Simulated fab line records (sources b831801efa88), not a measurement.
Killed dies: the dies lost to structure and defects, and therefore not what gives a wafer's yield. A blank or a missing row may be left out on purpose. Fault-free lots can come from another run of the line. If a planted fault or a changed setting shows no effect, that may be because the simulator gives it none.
Which tool is to blame? | flow sky130 | 6 lots with 18 wafers sampled at 3 steps, on a route of 708 steps

## WHAT THE GAUGES READ, wafer by wafer
SKY_RES_XHIGH_TW_MEAS_09.
lot  | measured     | on            | RES_XHIGH_TW
L995 | day 26 10:04 | film_metro-03 | 1658 1664 1674
L998 | day 28 07:45 | film_metro-03 | 1670 1667 1661
L102 | day 29 13:24 | film_metro-03 | 1661 1657 1670
L105 | day 30 14:06 | film_metro-02 | 1669 1673 1673
L115 | day 34 10:11 | film_metro-03 | 1057 1064 1067
L117 | day 34 15:08 | film_metro-01 | 1635 1638 1638

## TOOL THAT RAN EACH LOT (tool first, then ch and the chambers of the sampled wafers, then the start)
lot  | SKY_LDD_HVP_STRIP_09                 | SKY_RES_XHIGH_IMPLANT_07
L995 | plasma_asher-04 ch 0,1, day 21 07:17 | implanter-04 ch 0, day 26 09:49
L998 | plasma_asher-02 ch 0,1, day 23 06:26 | implanter-03 ch 0, day 28 07:30
L102 | plasma_asher-04 ch 0,1, day 24 13:25 | implanter-03 ch 0, day 29 13:09
L105 | plasma_asher-02 ch 0,1, day 25 18:20 | implanter-04 ch 0, day 30 13:52
L115 | plasma_asher-03 ch 0,1, day 29 01:46 | implanter-03 ch 0, day 34 09:56
L117 | plasma_asher-04 ch 0,1, day 30 03:37 | implanter-02 ch 0, day 34 14:55
- SKY_LDD_HVP_STRIP_09: strips in O2/N2.
- SKY_RES_XHIGH_IMPLANT_07

## THE ANSWER, worked out from the rows above alone
Rule: the usual values come from the lots themselves. Put in order of their means at a reading, lots are off if they are a third of the lots or fewer, leave a main group of 4 or more, and stand apart from it by a gap of 3 or more times the standard deviation of the main group's means; of several such gaps the widest counts. The tables above print the reading to a certain number of digits; a main group whose means all agree to those digits is not used. Also off: a lot with no number at a reading for which 4 or more lots have one. Any other lot the step has rows for is counted as sound.
Off: L115, at SKY_RES_XHIGH_TW_MEAS_09 (RES_XHIGH_TW). Main group: mean 1661, sd 12.
A tool fits if, at a process step before that reading, it ran every lot that is off, and no sound lot after the first of them. The gauges at SKY_RES_XHIGH_TW_MEAS_09 are tried like those tools. Can't be told from this: 3 tools fit, plasma_asher-03 at SKY_LDD_HVP_STRIP_09, implanter-03 at SKY_RES_XHIGH_IMPLANT_07, film_metro-03 at SKY_RES_XHIGH_TW_MEAS_09.

## WHAT WAS PUT IN BY THE SIMULATOR
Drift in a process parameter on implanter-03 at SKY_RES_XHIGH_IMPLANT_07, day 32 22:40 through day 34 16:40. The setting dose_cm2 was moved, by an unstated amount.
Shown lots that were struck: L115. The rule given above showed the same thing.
